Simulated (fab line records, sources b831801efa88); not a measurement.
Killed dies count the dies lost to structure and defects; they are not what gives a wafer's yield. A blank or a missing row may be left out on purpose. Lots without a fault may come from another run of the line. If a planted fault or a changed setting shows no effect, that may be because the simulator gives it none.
Which tool did it? -- flow sky130 -- 24 lots with 72 wafers sampled at 6 steps, on a route of 708 steps

WHAT THE GAUGES READ, wafer by wafer
SKY_LI_CONTACT_THK_MEAS_23: measures by xrf. Usual: LI_CONTACT_W_THK typically reads 414 nm, with standard deviation 7.5.
lot,measured,on,LI_CONTACT_W_THK (nm),flag
L074,day 28 19:22,film metro-01,415 414 412,
L075,day 29 05:50,film metro-01,419 411 415,
L076,day 30 15:33,film metro-02,403 401 405,
L078,day 30 16:22,film metro-02,405 404 403,
L077,day 30 17:18,film metro-01,416 422 416,
L079,day 30 18:27,film metro-01,414 416 415,
L080,day 31 03:10,film metro-04,416 415 414,
L081,day 32 00:09,film metro-02,408 407 405,
L082,day 32 01:49,film metro-01,423 420 419,
L083,day 32 05:20,film metro-04,416 416 412,
L084,day 32 10:56,film metro-01,433 433 429,
L085,day 32 18:45,film metro-04,408 405 405,
L086,day 33 00:05,film metro-01,430 419 421,
L087,day 33 13:10,film metro-01,418 413 422,
L088,day 33 21:25,film metro-01,417 420 417,
L089,day 34 05:04,film metro-01,421 418 421,
L090,day 34 13:29,film metro-01,426 422 424,
L091,day 34 20:43,film metro-02,399 406 400,
L092,day 34 22:49,film metro-02,411 409 405,
L093,day 35 17:17,film metro-02,405 408 405,
L094,day 35 19:34,film metro-01,419 412 412,
L095,day 36 02:04,film metro-04,411 412 408,
L097,day 37 14:42,film metro-01,418 420 420,
L096,day 37 17:04,film metro-04,403 409 404,

SKY_VIA3_THK_MEAS_01. Usual: VIA3_HDPCVD_THK typically reads 1639 nm, with standard deviation 15.
lot,measured,on,VIA3_HDPCVD_THK (nm),flag
L074,day 38 05:55,film metro-04,1651 1638 1633,
L075,day 38 15:40,film metro-02,1650 1656 1650,
L076,day 39 20:28,film metro-02,1626 1651 1625,
L078,day 39 22:32,film metro-04,1613 1616 1626,
L077,day 39 23:52,film metro-04,1618 1631 1648,
L079,day 40 01:43,film metro-01,1661 1647 1671,
L080,day 40 08:13,film metro-01,1637 1646 1653,
L081,day 41 03:33,film metro-02,1684 1640 1652,
L082,day 41 03:54,film metro-01,1618 1636 1629,
L083,day 41 06:47,film metro-02,1639 1655 1657,
L084,day 41 11:46,film metro-01,1628 1646 1605,
L085,day 41 21:32,film metro-01,1620 1619 1619,
L086,day 41 23:24,film metro-04,1638 1660 1633,
L087,day 42 12:17,film metro-02,1637 1655 1638,
L088,day 42 18:41,film metro-01,1633 1631 1615,
L089,day 43 01:40,film metro-01,1654 1649 1642,
L090,day 43 08:39,film metro-02,1657 1645 1639,
L091,day 43 14:52,film metro-02,1619 1634 1645,
L092,day 43 15:53,film metro-04,1632 1628 1641,
L093,day 44 11:02,film metro-01,1624 1627 1655,
L094,day 44 11:44,film metro-04,1628 1643 1643,
L095,day 44 16:14,film metro-04,1637 1644 1649,
L097,day 45 21:31,film metro-04,1652 1638 1633,
L096,day 46 01:19,film metro-04,1650 1649 1644,

SKY_VIA3_CD_MEAS_12: target cd 200 nm. Usual: 200.0 nm for cd nm, sd 1.3.
lot,measured,on,cd nm (nm),flag
L074,day 39 07:44,cd sem-01,199.6 199.8 200.8,
L075,day 39 17:28,cd sem-02,200.0 200.0 200.4,
L076,day 40 21:46,cd sem-02,200.6 200.8 200.1,
L078,day 40 23:40,cd sem-02,200.0 198.5 200.9,
L077,day 40 23:59,cd sem-02,197.0 198.6 197.1,
L079,day 41 02:23,cd sem-02,198.5 198.0 198.4,
L080,day 41 09:04,cd sem-01,200.0 199.6 200.5,
L081,day 42 03:27,cd sem-02,202.0 199.4 200.6,
L082,day 42 03:56,cd sem-01,200.7 199.7 199.6,
L083,day 42 07:13,cd sem-02,201.3 200.3 200.0,
L084,day 42 12:01,cd sem-02,202.1 201.0 202.1,
L085,day 42 20:54,cd sem-02,202.4 202.6 202.8,
L086,day 42 22:50,cd sem-02,201.6 201.8 201.9,
L087,day 43 12:14,cd sem-01,199.8 200.4 200.1,
L088,day 43 17:58,cd sem-01,200.3 199.8 200.9,
L089,day 44 00:19,cd sem-01,202.0 201.6 201.9,
L090,day 44 08:07,cd sem-01,198.7 199.9 200.4,
L091,day 44 14:23,cd sem-01,198.9 199.0 199.7,
L092,day 44 15:05,cd sem-02,199.9 200.6 201.4,
L093,day 45 08:23,cd sem-02,200.6 202.0 199.6,
L094,day 45 09:43,cd sem-02,198.0 196.4 197.8,
L095,day 45 13:55,cd sem-01,198.0 198.7 199.3,
L097,day 46 17:41,cd sem-02,200.8 200.1 200.1,
L096,day 46 21:28,cd sem-01,197.3 199.1 200.8,

SKY_PAD_OPEN_BOW_MEAS_13. Usual: PAD_OPEN_BOW typically reads 46 um, with standard deviation 8.5.
lot,measured,on,PAD_OPEN_BOW (um),flag
L074,day 45 10:58,film metro-04,36 46 37,
L075,day 45 18:22,film metro-01,60 57 60,
L076,day 46 17:28,film metro-04,48 51 40,
L078,day 46 19:52,film metro-03,42 49 42,
L077,day 46 21:14,film metro-03,42 31 47,
L079,day 46 22:45,film metro-04,41 37 48,
L080,day 47 07:08,film metro-03,44 47 42,
L081,day 47 19:02,film metro-03,28 45 45,
L082,day 47 21:01,film metro-01,41 51 51,
L083,day 48 00:19,film metro-01,47 53 52,
L084,day 48 02:42,film metro-01,46 51 54,
L085,day 48 09:38,film metro-03,64 58 56,
L086,day 48 11:10,film metro-04,41 31 33,
L087,day 48 23:20,film metro-04,36 51 39,
L088,day 49 04:10,film metro-04,33 53 42,
L089,day 49 06:55,film metro-03,57 54 43,
L090,day 49 14:41,film metro-04,62 51 54,
L091,day 49 22:47,film metro-01,45 44 44,
L092,day 49 23:49,film metro-01,49 44 55,
L093,day 50 08:17,film metro-03,59 58 53,
L094,day 50 10:10,film metro-04,43 54 40,
L095,day 50 12:34,film metro-03,46 40 37,
L097,day 51 09:25,film metro-03,28 45 47,
L096,day 51 10:45,film metro-03,31 35 28,

WHICH TOOL RAN EACH LOT (tool, then ch and the chambers of the sampled wafers, then the start)
lot,SKY_VIA3_ETCH_14,SKY_METAL4_DESCUM_15
L074,"rie diel-03 ch 1,2,3, day 39 07:50","rie metal-02 ch 0,1, day 41 09:58"
L075,"rie diel-02 ch 0,1,3, day 39 17:37","rie metal-02 ch 0,1, day 41 19:23"
L076,"rie diel-03 ch 0,1,2, day 40 21:56","rie metal-02 ch 0,1, day 42 22:13"
L078,"rie diel-01 ch 0,1,3, day 40 23:47","rie metal-02 ch 0,1, day 43 00:57"
L077,"rie diel-02 ch 0,1,2, day 41 00:08","rie metal-04 ch 0,1, day 43 02:00"
L079,"rie diel-01 ch 0,2,3, day 41 02:32","rie metal-04 ch 0,1, day 43 03:20"
L080,"rie diel-02 ch 1,2,3, day 41 09:11","rie metal-02 ch 0,1, day 43 10:35"
L081,"rie diel-03 ch 0,1,2, day 42 03:37","rie metal-01 ch 0,1, day 44 05:16"
L082,"rie diel-02 ch 0,3, day 42 04:05","rie metal-04 ch 0,1, day 44 06:15"
L083,"rie diel-03 ch 0,2,3, day 42 07:23","rie metal-01 ch 0,1, day 44 09:35"
L084,"rie diel-01 ch 0,1,2, day 42 12:10","rie metal-02 ch 0,1, day 44 12:09"
L085,"rie diel-01 ch 0,2,3, day 42 21:04","rie metal-01 ch 0,1, day 44 20:10"
L086,"rie diel-03 ch 1,2, day 42 22:59","rie metal-01 ch 1, day 44 20:47"
L087,"rie diel-01 ch 0,1,3, day 43 12:23","rie metal-01 ch 0,1, day 45 11:08"
L088,"rie diel-02 ch 0,1,2, day 43 18:07","rie metal-04 ch 1, day 45 15:58"
L089,"rie diel-03 ch 1,2,3, day 44 00:28","rie metal-01 ch 0,1, day 45 21:23"
L090,"rie diel-01 ch 1,3, day 44 08:16","rie metal-01 ch 0,1, day 46 06:05"
L091,"rie diel-01 ch 0,3, day 44 14:32","rie metal-01 ch 0,1, day 46 11:24"
L092,"rie diel-03 ch 1,2, day 44 15:14","rie metal-01 ch 0,1, day 46 11:43"
L093,"rie diel-02 ch 0,2, day 45 08:32","rie metal-04 ch 0,1, day 47 03:07"
L094,"rie diel-02 ch 0,1,2, day 45 09:50","rie metal-01 ch 0,1, day 47 05:46"
L095,"rie diel-01 ch 1,2,3, day 45 14:02","rie metal-02 ch 0,1, day 47 08:39"
L097,"rie diel-02 ch 0,1, day 46 17:49","rie metal-02 ch 0,1, day 48 09:59"
L096,"rie diel-03 ch 0,1,2, day 46 21:35","rie metal-04 ch 0,1, day 48 13:13"
- SKY_VIA3_ETCH_14: etches BARC in N2/H2, stops on SiO2, time 45.9 s, target depth 60 nm.
- SKY_METAL4_DESCUM_15: chemistry O2, time 8 s.

AS READ BY THE TOOLS THEMSELVES (means over the sampled wafers that have a number; for cases with no such wafer, the mark the record gives instead)
SKY_VIA3_ETCH_14. Usual: drypump motor current A 5.7 A, standard deviation 0.32; oes product au 0.855 a.u., standard deviation 0.0049; throttle valve pct 13.224 %, standard deviation 0.0095.
lot,tool,drypump motor current A (A),oes product au (a.u.),throttle valve pct (%),flag
L074,rie diel-03,5.4,0.858,13.217,
L075,rie diel-02,5.8,0.849,13.225,
L076,rie diel-03,5.6,0.853,13.222,
L078,rie diel-01,5.9,0.855,13.227,
L077,rie diel-02,5.9,0.857,13.215,
L079,rie diel-01,5.9,0.860,13.214,
L080,rie diel-02,5.7,0.856,13.225,
L081,rie diel-03,5.6,0.860,13.226,
L082,rie diel-02,6.1,0.855,13.216,
L083,rie diel-03,5.7,0.854,13.227,
L084,rie diel-01,5.7,0.858,13.220,
L085,rie diel-01,5.9,0.854,13.225,
L086,rie diel-03,5.2,0.855,13.228,
L087,rie diel-01,5.9,0.850,13.232,
L088,rie diel-02,6.0,0.858,13.227,
L089,rie diel-03,5.4,0.856,13.218,
L090,rie diel-01,5.8,0.853,13.222,
L091,rie diel-01,6.0,0.852,13.209,
L092,rie diel-03,5.4,0.854,13.223,
L093,rie diel-02,6.1,0.854,13.233,
L094,rie diel-02,6.0,0.860,13.230,
L095,rie diel-01,5.8,0.859,13.225,
L097,rie diel-02,6.1,0.851,13.232,
L096,rie diel-03,5.6,0.860,13.217,

SKY_METAL4_DESCUM_15. Usual: drypump motor current A 5.8 A, standard deviation 0.48; oes product au 0.996 a.u., standard deviation 0.0083.
lot,tool,drypump motor current A (A),oes product au (a.u.),flag
L074,rie metal-02,6.2,1.010,
L075,rie metal-02,6.2,1.006,
L076,rie metal-02,6.0,1.007,
L078,rie metal-02,6.0,1.006,
L077,rie metal-04,5.6,0.991,
L079,rie metal-04,5.9,0.990,
L080,rie metal-02,6.0,1.005,
L081,rie metal-01,5.8,0.992,
L082,rie metal-04,5.8,1.003,
L083,rie metal-01,5.4,0.990,
L084,rie metal-02,6.2,0.997,
L085,rie metal-01,5.7,0.991,
L086,rie metal-01,5.1,0.995,
L087,rie metal-01,5.5,0.995,
L088,rie metal-04,5.4,0.987,
L089,rie metal-01,5.4,0.995,
L090,rie metal-01,5.8,0.999,
L091,rie metal-01,5.4,0.984,
L092,rie metal-01,5.7,0.995,
L093,rie metal-04,5.8,0.997,
L094,rie metal-01,5.8,0.993,
L095,rie metal-02,6.0,1.003,
L097,rie metal-02,6.2,0.998,
L096,rie metal-04,5.9,0.989,

THE ANSWER, worked out from the rows above alone
Rule: a lot is off if the mean of its wafers that have a number lies more than 3 standard deviations from the usual mean. Also off: a lot with no number at a reading for which 4 or more lots have one. The other lots that the step has rows for count as sound. First the gauges in route order, then the tools' own readings, where a lot's mean is used as printed above. At the first step where some lot is off, the reading lying furthest off is the one used; lots without a number count as furthest.
No lot is off at any reading shown: from this, nothing can be told.

WHAT HAD BEEN PUT IN BY THE SIMULATOR
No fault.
